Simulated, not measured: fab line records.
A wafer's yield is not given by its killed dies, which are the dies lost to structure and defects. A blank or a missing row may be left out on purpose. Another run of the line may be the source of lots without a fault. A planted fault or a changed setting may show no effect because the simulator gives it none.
One fault seen from 2 desks	flow gf180mcu	only its own numbers are on each desk; what lay behind them is given at the end

## AT THE TOOL OWNER'S DESK: rie metal-03
The tool's own readings at GF_M4_METAL_ETCH_16 (etches the open film in Cl2/BCl3, stops on SiO2, target depth 750.8 nm, time 125.1 s): means of the sampled wafers that have a number, for each lot that ran on this tool. Marked OUT: a lot whose mean sits more than 4 standard deviations from the usual mean, which makes it out of limits; the brackets give that distance.
Columns: A = drypump motor current A at GF_M4_METAL_ETCH_16, usual 5.5 A; B = oes product au at GF_M4_METAL_ETCH_16, usual 0.988 a.u.; C = run length s at GF_M4_METAL_ETCH_16, usual 153.5 s; D = throttle valve pct at GF_M4_METAL_ETCH_16, usual 28.232 %
lot	first seen here	A	B	C	D
L362	day 23 19:20	4.9	0.984	153.3	28.235
L368	day 26 00:35	4.9	0.990	153.3	28.240
L378	day 29 00:55	4.9	0.973	157.0 (+4.4) OUT	28.248
L379	day 29 05:32	4.9	0.973	157.3 (+4.8) OUT	28.247
This desk's verdict: out of limits on L378, L379, starting with L378 at day 29 00:55 (run length s at GF_M4_METAL_ETCH_16). In limits: L362, L368.

## METROLOGY DESK
What the gauges read for every lot (on any tool): the sampled wafers with a number, averaged. Marked OUT: a lot whose mean sits more than 4 standard deviations from the usual mean, which makes it out of limits; the brackets give that distance.
Columns: A = M4_ALCU_RS at GF_M4_RS_MEAS_05, usual 0.0691 ohm/sq; B = M4_ALCU_THK at GF_M4_THK_MEAS_06, usual 448 nm; C = cd nm at GF_M4_CD_MEAS_14, usual 279.6 nm; D = M4_OVL at GF_M4_OVL_MEAS_15, usual -1 nm
lot	first seen here	A	B	C	D
L362	day 22 20:40	0.0697	446	279.4	-4
L368	day 25 03:37	0.0697	437	280.2	0
L378	day 28 05:22	0.0683	454	278.7	-1
L379	day 28 10:16	0.0686	452	279.4	2
L383	day 29 12:15	0.0706	441	280.6	3
L384	day 30 04:49	0.0704	439	280.1	-7
Finding of this desk: none of the 6 lots has anything out of limits.

## BROUGHT TOGETHER
The tool owner's desk had the chance to raise an alarm at day 29 00:55 on L378, L379.
At the metrology desk, nothing out of limits was observed.
The metrology desk holds a record of L378, L379, inside its limits.
All the named lots went through GF_M4_METAL_ETCH_16 on rie metal-03.

## WHAT THE SIMULATOR HAD PUT IN
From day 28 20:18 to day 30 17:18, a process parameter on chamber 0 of rie metal-03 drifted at GF_M4_METAL_ETCH_16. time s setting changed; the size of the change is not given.
Shown lots that were struck: L378, L379.
Hours from the fault's start to each desk's first reading out of limits: the tool owner's desk, 5.
